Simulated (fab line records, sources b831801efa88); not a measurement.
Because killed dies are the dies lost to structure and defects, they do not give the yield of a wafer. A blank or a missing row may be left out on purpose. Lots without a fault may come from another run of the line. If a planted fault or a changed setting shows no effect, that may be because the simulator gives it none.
Comparing a struck lot with a sound one | flow gf180mcu | 15 out of 602 route steps
Sound: the wafers L830.1, L830.4, L830.6. Struck: wafer L839.4 (left out: L839.2, L839.5 of the same lot, which were not struck); the cause appears at the end.
Order at every step that has rows: each side's tool, ch and its chambers, its first start. Under that, the readings that differ: sound wafers | struck wafers | difference of the means | sigmas: that difference in standard deviations of wafers without a fault.
alike: a reading whose means differ by less than 2 such deviations, as well as words and numbers matching on both sides. not compared: withheld readings; readings where some wafer has no value; bounds like >300 that might hide an equal value; numbers whose values overlap and for which the record gives no deviation.
A row with sigmas, a row that says differs or no value, or rows on one side alone: a step with any of these is where the two part. When numbers do not overlap yet have no deviation, they are printed without sigmas and do not part them. A reading that every wafer of one side lacks parts them only if that side has two wafers or more.

first, 6 steps without rows for these wafers: GF_M2_HMDS_08 (prime time 60 s); GF_M2_COAT_09 (resist thk 1007 nm); GF_M2_SOFTBAKE_10 (time 60 s); GF_M2_EXPOSE_11 (exposes mask Metal2, target cd 280 nm); GF_M2_PEB_12 (peb time 90 s); GF_M2_DEVELOP_13 (develop time 60 s).
GF_M2_CD_MEAS_14: the cd target is 280 nm.
  struck on cdSem-02, day 23 11:50; sound on cdSem-02, day 20 02:16
  alike: cdNm
GF_M2_OVL_MEAS_15:
  struck on overlay-01, day 23 11:56; sound on overlay-01, day 20 02:23
  alike: M2_OVL
GF_M2_METAL_ETCH_16: etches the open film in Cl2/BCl3, stops on SiO2, target depth 750.8 nm, time 125.1 s.
  sound on rieMetal-02 ch 0,1, day 20 02:25; struck on rieMetal-04 ch 0, day 23 11:58
reading                   | sound             | struck | difference | sigmas
heBacksideLeakSccm (sccm) | 4.71 3.25 3.20    | 3.22   | -0.50      | -3
mfcCl2Sccm (sccm)         | 80.04 80.47 80.58 | 79.74  | -0.62      | -3
  alike: drypumpMotorCurrentA, oesProductAu, throttleValvePct
  not compared: rfHoursCounterH
GF_M2_STRIP_17: strips in O2/N2.
  sound on plasmaAsher-03 ch 0,1, day 20 02:32; struck on plasmaAsher-01 ch 1, day 23 12:06
  alike: drypumpMotorCurrentA, heaterPowerW, oesProductAu, platenTempC, stripTimeToEndpointS
  not compared: rfHoursCounterH
then, 2 steps without rows for these wafers: GF_M2_STRIP_18 (strips in post etch residue remover, time 1200 s); GF_M2_CLEAN_19 (cleans in DIW).
GF_V2_CVD_00: deposits SiO2, target thk 600 nm, time 100 s.
  sound on hdpcvd-01 ch 0,2, day 20 03:07; struck on hdpcvd-01 ch 0, day 23 12:38
reading                            | sound             | struck | difference | sigmas
sih4FlowSccm (sccm)                | 59.61 59.78 59.58 | 48.22  | -11.44     | -64
model.SiO2_of_V2_CVD_00.thkNm (nm) | 610.6 605.9 610.6 | 485.2  | -123.8     | 
GF_V2_THK_MEAS_01:
  struck on filmMetro-03, day 23 12:43; sound on filmMetro-01, day 20 03:11
reading            | sound       | struck | difference | sigmas
V2_CVD_00_THK (nm) | 610 606 611 | 485    | -124       | -17
GF_V2_CVD_02: deposits SiO2 from TEOS, target thk 850 nm, time 94.851 s.
  sound on pecvd-03 ch 0,1,2, day 20 03:14; struck on pecvd-01 ch 0, day 23 12:46
  alike: heaterPowerW

WHERE THEY PART
Earliest at GF_M2_METAL_ETCH_16; latest, in this record, at GF_V2_THK_MEAS_01. Later steps at which nothing parts them and some readings are alike: GF_V2_CVD_02.

WHY: the cause the simulator had injected
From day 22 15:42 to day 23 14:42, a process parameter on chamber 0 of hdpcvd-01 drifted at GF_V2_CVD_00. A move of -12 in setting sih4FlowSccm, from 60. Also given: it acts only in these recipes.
